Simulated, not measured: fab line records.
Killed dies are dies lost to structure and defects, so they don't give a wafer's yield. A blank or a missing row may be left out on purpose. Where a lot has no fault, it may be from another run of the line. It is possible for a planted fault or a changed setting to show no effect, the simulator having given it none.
2 desks looking at one fault    flow sky130    what lay behind the numbers comes last; until then each desk has only its own

== METROLOGY DESK ==
What the gauges read, lot by lot, whatever tool the lot ran on: means of the sampled wafers that have a number. A lot is out of limits, marked OUT, if its mean lies more than 4 standard deviations from the usual mean; the brackets give that distance.
Columns: A = FIELD_ISO_CVD_03_THK at SKY_FIELD_ISO_THK_MEAS_04, usual 164.8 nm; B = cd_nm at SKY_FIELD_ISO_CD_MEAS_13, usual 149.8 nm; C = CONTACT_CVD_00_THK at SKY_CONTACT_THK_MEAS_01, usual 75.3 nm
lot   first seen here  A      B      C
L771  day 1 14:32      166.0  150.8  75.0
L772  day 1 19:23      167.1  150.3  75.6
L782  day 3 22:35      163.2  149.8  58.2 (-18) OUT
L783  day 4 02:11      162.8  151.3  75.2
L785  day 4 11:34      165.9  150.6  74.9
L787  day 4 22:06      164.8  149.3  75.4
L789  day 5 07:56      165.9  148.8  75.4
L790  day 5 14:29      164.1  150.8  74.3
L791  day 5 17:39      164.1  152.2  76.1
L792  day 5 23:25      166.4  149.3  74.4
L794  day 6 10:49      164.0  151.6  74.6
This desk's finding: out of limits on L782; first on L782, day 34 05:21 (CONTACT_CVD_00_THK at SKY_CONTACT_THK_MEAS_01). Within limits: L771, L772, L783, L785, L787, L789, L790, L791, L792, L794.

== AT THE TOOL OWNER'S DESK: pecvd-02 ==
The tool's own readings at SKY_CONTACT_CVD_00 (deposits Si3N4, target thk 75 nm): means of the sampled wafers that have a number, for each lot that ran on this tool. A lot is out of limits, marked OUT, if its mean lies more than 4 standard deviations from the usual mean; the brackets give that distance.
Columns: A = heater_power_outer_w at SKY_CONTACT_CVD_00, usual 452 W; B = heater_power_w at SKY_CONTACT_CVD_00, usual 752 W; C = rf_fwd_power_W at SKY_CONTACT_CVD_00, usual 444.3 W
lot   first seen here  A    B    C
L772  day 30 12:10     436  715  446.3
L782  day 34 05:19     491  811  447.4
L791  day 36 21:55     443  707  445.3
L792  day 37 10:43     459  746  446.1
This desk's finding: nothing out of limits on any of the 4 lots.

== TAKEN TOGETHER ==
An alarm was possible from the metrology desk at day 34 05:21, on L782.
The desk of the tool owner found nothing out of limits.
Tool owner's desk: L782 on record, inside its limits.
Of the lots named, all ran SKY_CONTACT_CVD_00 on pecvd-02.

== WHAT THE SIMULATOR HAD PUT IN ==
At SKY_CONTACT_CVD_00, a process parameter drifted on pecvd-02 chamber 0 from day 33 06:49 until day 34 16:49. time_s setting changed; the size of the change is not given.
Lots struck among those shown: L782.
Hours from the fault's start to each desk's first reading out of limits: the metrology desk, 23.
